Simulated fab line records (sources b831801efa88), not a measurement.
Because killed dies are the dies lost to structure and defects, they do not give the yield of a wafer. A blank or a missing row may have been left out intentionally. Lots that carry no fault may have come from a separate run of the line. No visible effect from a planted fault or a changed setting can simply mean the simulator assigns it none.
The same fault as seen by 2 desks || flow sky130 || what lay behind the numbers comes last; until then each desk has only its own

## THE TOOL OWNER'S DESK: implanter-02
SKY_VT_ADJUST_LVTN_IMPLANT_19, tool's own readings: per-lot mean of the sampled wafers with a number, covering each lot this tool ran. Marked OUT: a lot whose mean sits more than 4 standard deviations from the usual mean, which makes it out of limits; the brackets give that distance.
Columns: A = dose ions cm2 at SKY_VT_ADJUST_LVTN_IMPLANT_19, usual 6.5e+11; B = faraday current uA at SKY_VT_ADJUST_LVTN_IMPLANT_19, usual 3.66
{"lot": "L515", "first seen here": "day 7 19:14", "A": 6.5e+11, "B": 3.67}
{"lot": "L521", "first seen here": "day 10 10:03", "A": 6.5e+11, "B": 3.60}
{"lot": "L524", "first seen here": "day 10 16:55", "A": 6.5e+11, "B": 3.68}
{"lot": "L531", "first seen here": "day 12 11:01", "A": "1.0e+12 (+99 or more) OUT", "B": "5.64 (+28) OUT"}
{"lot": "L532", "first seen here": "day 12 19:12", "A": "1.0e+12 (+99 or more) OUT", "B": "5.70 (+29) OUT"}
This desk finds L531, L532 out of limits, L531 being first, at day 12 11:01 (dose ions cm2 at SKY_VT_ADJUST_LVTN_IMPLANT_19). L515, L521, L524 stayed within limits.

## THE METROLOGY DESK
What the gauges read for every lot (on any tool): the sampled wafers with a number, averaged. Marked OUT: a lot whose mean sits more than 4 standard deviations from the usual mean, which makes it out of limits; the brackets give that distance.
Columns: A = VT_ADJUST_LVTN_OVL at SKY_VT_ADJUST_LVTN_OVL_MEAS_07, usual 1.3 nm; B = VT_ADJUST_LVTN_2_TW at SKY_VT_ADJUST_LVTN_TW_MEAS_21, usual 188.2; C = VT_ADJUST_NCORE_OVL at SKY_VT_ADJUST_NCORE_OVL_MEAS_08, usual 0.5 nm; D = cd nm at SKY_VT_ADJUST_HVTR_CD_MEAS_07, usual 380.1 nm
{"lot": "L515", "first seen here": "day 7 00:54", "A": 0.4, "B": 188.4, "C": 0.6, "D": 379.2}
{"lot": "L518", "first seen here": "day 8 23:26", "A": 2.1, "B": 187.7, "C": 0.8, "D": 382.4}
{"lot": "L520", "first seen here": "day 9 04:22", "A": 2.6, "B": 187.8, "C": 0.3, "D": 379.8}
{"lot": "L521", "first seen here": "day 9 11:42", "A": 0.1, "B": 188.1, "C": 0.8, "D": 383.0}
{"lot": "L523", "first seen here": "day 9 16:29", "A": 0.7, "B": 186.9, "C": 0.5, "D": 378.5}
{"lot": "L524", "first seen here": "day 9 18:29", "A": 0.7, "B": 188.1, "C": -0.1, "D": 382.6}
{"lot": "L526", "first seen here": "day 10 07:39", "A": 1.7, "B": 189.7, "C": 1.0, "D": 380.4}
{"lot": "L531", "first seen here": "day 11 10:51", "A": 1.4, "B": "210.0 (+17) OUT", "C": 0.6, "D": 377.9}
{"lot": "L532", "first seen here": "day 11 18:55", "A": 2.0, "B": "210.4 (+17) OUT", "C": 0.6, "D": 374.9}
{"lot": "L533", "first seen here": "day 11 21:21", "A": 2.7, "B": 186.8, "C": 0.8, "D": 378.8}
{"lot": "L534", "first seen here": "day 12 12:34", "A": 1.3, "B": 187.6, "C": -0.0, "D": 379.3}
{"lot": "L536", "first seen here": "day 12 22:06", "A": 1.7, "B": 186.9, "C": 0.6, "D": 382.7}
{"lot": "L537", "first seen here": "day 13 03:25", "A": -0.1, "B": 186.9, "C": -1.3, "D": 380.8}
Per this desk, out of limits: L531, L532; the first was L531, day 12 11:16 (VT_ADJUST_LVTN_2_TW at SKY_VT_ADJUST_LVTN_TW_MEAS_21). L515, L518, L520, L521, L523, L524, L526, L533, L534, L536, L537 stayed within limits.

## TAKEN TOGETHER
The tool owner's desk had the chance to raise an alarm at day 12 11:01 on L531, L532.
Metrology desk: alarm possible at day 12 11:16 on L531, L532.
On implanter-02, each named lot ran SKY_VT_ADJUST_LVTN_IMPLANT_19.

## WHAT THE SIMULATOR PUT IN
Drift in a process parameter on implanter-02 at SKY_VT_ADJUST_LVTN_IMPLANT_19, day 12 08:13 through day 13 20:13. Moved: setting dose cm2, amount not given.
Lots struck among those shown: L531, L532.
Hours from the fault's start to each desk's first reading out of limits: the tool owner's desk, 3; the metrology desk, 3.
